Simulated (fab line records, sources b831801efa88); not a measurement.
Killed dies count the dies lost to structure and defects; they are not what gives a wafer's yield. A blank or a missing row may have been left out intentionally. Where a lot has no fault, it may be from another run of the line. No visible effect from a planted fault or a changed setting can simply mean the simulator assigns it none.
Check of tool commonality    flow gf180mcu    13 lots, 39 wafers sampled

## REASON FOR OPENING
At GF_V2_CD_MEAS_14 the reading cd nm is flagged on 2 of 13 lots. No-fault wafers: 259.8 nm, standard deviation 1.3.
Rule: a lot gets a flag if all its wafers with a number sit over 4 standard deviations from that mean, or if no wafer of it has a number. The other lots count as sound.

lot   measured      on         cd nm (nm), wafer by wafer  flag
L741  day 20 08:04  cd sem-01  260.4 259.9 260.4           
L743  day 21 02:38  cd sem-01  257.3 257.3 256.4           
L744  day 21 15:19  cd sem-01  258.1 259.5 259.4           
L745  day 21 22:33  cd sem-01  260.4 259.9 259.2           
L747  day 22 19:02  cd sem-01  267.8 268.7 268.1           FLAGGED
L750  day 24 01:52  cd sem-01  266.1 267.1 266.5           FLAGGED
L757  day 26 01:10  cd sem-01  257.4 258.7 259.1           
L758  day 26 05:29  cd sem-01  262.8 261.2 261.7           
L759  day 26 11:38  cd sem-02  260.3 261.0 260.2           
L760  day 26 21:57  cd sem-01  262.1 261.9 261.8           
L761  day 27 06:12  cd sem-01  259.9 259.8 259.1           
L763  day 27 15:08  cd sem-01  260.1 260.4 259.7           
L764  day 27 23:05  cd sem-02  259.3 258.5 260.0           
The numbers of the flagged lots are 267.4 nm on average: +7.6 nm against the usual, or +6 standard deviations.

## LOT BY LOT: THE TOOL USED
The record keeps 1 process step preceding the reading, out of 602 steps on the route. Every cell lists first the tool, next ch and the chambers used by the sampled wafers, and last the start.
lot   flag     GF_V2_PEB_12
L741           litho track-03 ch 0, day 20 07:43
L743           litho track-03 ch 0, day 21 02:18
L744           litho track-03 ch 0, day 21 14:58
L745           litho track-04 ch 0, day 21 22:12
L747  FLAGGED  litho track-03 ch 0, day 22 18:42
L750  FLAGGED  litho track-03 ch 0, day 24 01:31
L757           litho track-04 ch 0, day 26 00:50
L758           litho track-03 ch 0, day 26 05:09
L759           litho track-02 ch 0, day 26 11:17
L760           litho track-04 ch 0, day 26 21:36
L761           litho track-04 ch 0, day 27 05:51
L763           litho track-02 ch 0, day 27 14:47
L764           litho track-03 ch 0, day 27 22:45
What is done by these steps:
- GF_V2_PEB_12: peb time 90 s.
- GF_V2_CD_MEAS_14: target cd 260 nm.

## FLAGGED AGAINST TOTAL, ONE TOOL AT A TIME (gauges that did the reading follow at the end)
step              tool            lots run  flagged  share of the flagged lots  sound lots run after its first flagged lot
GF_V2_PEB_12      litho track-02  2         0        none                       -
GF_V2_PEB_12      litho track-03  7         2        all                        2 (L758,L764)
GF_V2_PEB_12      litho track-04  4         0        none                       -
GF_V2_CD_MEAS_14  cd sem-01       11        2        all                        5 (L757,L758,L760,L761,L763)
GF_V2_CD_MEAS_14  cd sem-02       2         0        none                       -

## WHAT THE TABLE ALLOWS
Table rows that saw every flagged lot: 2, namely litho track-03 at GF_V2_PEB_12 and cd sem-01 at GF_V2_CD_MEAS_14.
- litho track-03 at GF_V2_PEB_12: 2 of its 7 lots flagged. Sound lots followed the first flagged one (L758, L764) on it, something a lasting fault affecting the whole tool could not allow. Its own readings (heater power total W, plate temp C) fall more than 4 standard deviations out on all wafers of the flagged lots.
- cd sem-01 at GF_V2_CD_MEAS_14: 2 of its 11 lots flagged. Sound lots followed the first flagged one (L757, L758, L760, L761, L763) on it, something a lasting fault affecting the whole tool could not allow.
Not one row of the table ran every flagged lot while running no sound lot after the first.

## WHAT THE SIMULATOR HAD INSERTED
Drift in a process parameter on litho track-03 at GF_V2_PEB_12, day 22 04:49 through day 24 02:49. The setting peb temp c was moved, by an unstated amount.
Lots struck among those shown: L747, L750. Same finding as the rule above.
